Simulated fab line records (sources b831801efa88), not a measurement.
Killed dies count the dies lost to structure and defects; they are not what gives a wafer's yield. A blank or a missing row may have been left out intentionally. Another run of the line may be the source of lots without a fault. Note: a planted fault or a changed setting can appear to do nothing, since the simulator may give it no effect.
Struck lot and sound lot, side by side    flow sky130    17 out of 708 route steps
Sound: these wafers, L812.1, L812.2, L812.4. Struck: wafers L825.2, L825.5, L825.6. The cause comes at the end.
At each step with rows: each side's tool, then ch and its chambers, then its first start. Under that, the readings that differ: sound wafers    struck wafers    difference of the means    sigmas: that difference in standard deviations of wafers without a fault.
alike: same words and numbers on both sides, and readings whose means sit less than 2 such deviations apart. not compared: any withheld reading, any reading some wafer has no value for, any bound like >300 that may hide the same value, and any number with overlapping values for which the record gives no deviation.
Wherever a step has rows on one side only, a row that says differs or no value, or a row with sigmas, the two part there. Non-overlapping numbers with no deviation appear without sigmas and do not part them. A reading that every wafer of one side lacks parts them only if that side has two wafers or more.

first, 5 steps without rows for these wafers: SKY_SD_N_COAT_02 (resist thk 1140 nm); SKY_SD_N_SOFTBAKE_03 (time 60 s); SKY_SD_N_EXPOSE_04 (exposes mask NSDM, target cd 380 nm); SKY_SD_N_PEB_05; SKY_SD_N_DEVELOP_06 (develop time 60 s).
SKY_SD_N_CD_MEAS_07: the cd target is 380 nm.
  struck on cdSem-01, day 32 07:52; sound on cdSem-01, day 27 21:36
  alike: cdNm
SKY_SD_N_OVL_MEAS_08:
  struck on overlay-02, day 32 07:59; sound on overlay-02, day 27 21:43
  alike: SD_N_OVL
then, 2 steps without rows for these wafers: SKY_SD_N_IMPLANT_09; SKY_SD_N_IMPLANT_10.
SKY_SD_N_STRIP_11: strips in O2/N2.
  sound on plasmaAsher-01 ch 0,1, day 27 22:04; struck on plasmaAsher-02 ch 0,1, day 32 08:19
  alike: drypumpMotorCurrentA, oesProductAu, stripTimeToEndpointS
  not compared: rfHoursCounterH
SKY_SD_N_TW_MEAS_12:
  struck on filmMetro-04, day 32 08:25; sound on filmMetro-03, day 27 22:10
  alike: SD_N_TW
then, 1 step without rows for these wafers: SKY_SD_N_CLEAN_13 (cleans in SC1/SC2, time 150 s).
SKY_SD_N_RTA_14: time 2 s.
  sound on rtpAnneal-01 ch 0, day 27 22:16; struck on rtpAnneal-01 ch 0, day 32 08:32
reading           sound              struck             difference  sigmas
lampPowerPct (%)  15.82 15.86 15.71  15.21 15.36 15.31  -0.50       -9
  alike: wafer_temp_C_max
SKY_SD_N_RS_MEAS_16: a four-point-probe measurement.
  struck on filmMetro-04, day 32 08:43; sound on filmMetro-02, day 27 22:27
reading           sound              struck             difference  sigmas
SD_N_RS (ohm/sq)  68.48 68.46 68.59  70.70 70.55 70.61  +2.11       +19
SKY_SD_N_RS_MEAS_17: a four-point-probe measurement.
  struck on filmMetro-04, day 32 08:50; sound on filmMetro-02, day 27 22:34
reading           sound              struck             difference  sigmas
SD_P_RS (ohm/sq)  147.8 148.2 147.5  160.5 160.5 160.6  +12.7       +35
SKY_SD_N_RS_MEAS_18: a four-point-probe measurement.
  struck on filmMetro-04, day 32 08:58; sound on filmMetro-02, day 27 22:41
  alike: RES_XHIGH_RS
-- here the record skips 17 days between the struck wafers' starts before and after, leaving off in module SD_N and picking up in module PAD_OPEN (first step shown: number 708 of the route) --
SKY_PAD_OPEN_PROBE_99:
  struck on prober-02, day 48 23:28; sound on prober-01, day 45 18:19
reading                           sound              struck             difference  sigmas
model.etest.resXhighPo.lineOhmUm  5703 5620 5784     6677 6359 6472     +800        
model.etest.resXhighPo.rsOhmSq    2026 1970 2012     2296 2278 2283     +283        
model.etest.pfet_01v8.rOnOhmUm    2997 3050 3074     3152 3188 3211     +143        
model.etest.tipP.rsOhmSq          6848 6904 6949     7033 7000 6989     +107        
model.etest.resHighPo.lineOhmUm   735.7 746.1 737.6  822.7 824 809.8    +79.0       
model.etest.liconHighPo.rcOhm     354.1 345.1 359.5  427.1 414.2 417.8  +66.8       
model.etest.resNdiff.lineOhmUm    729.5 743.8 767.7  780.5 789.7 772.7  +34.0       
  alike: killed_at_M0_to_M3, killed_at_M4_up, killedAtContacts, killedAtFrontEnd, killedAtOther, killedDies, killedOpen, killedShort
  not compared: model.etest.resPdiff.lineOhmUm

## WHERE THEY PART
Last at SKY_SD_N_RS_MEAS_17 as far as this record goes, first at SKY_SD_N_RTA_14. Later steps at which nothing parts them and some readings are alike: SKY_SD_N_RS_MEAS_18, SKY_PAD_OPEN_PROBE_99.

WHY: whatever the simulator had introduced
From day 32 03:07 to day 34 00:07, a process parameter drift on rtpAnneal-01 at SKY_SD_N_RTA_14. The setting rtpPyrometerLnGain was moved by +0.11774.
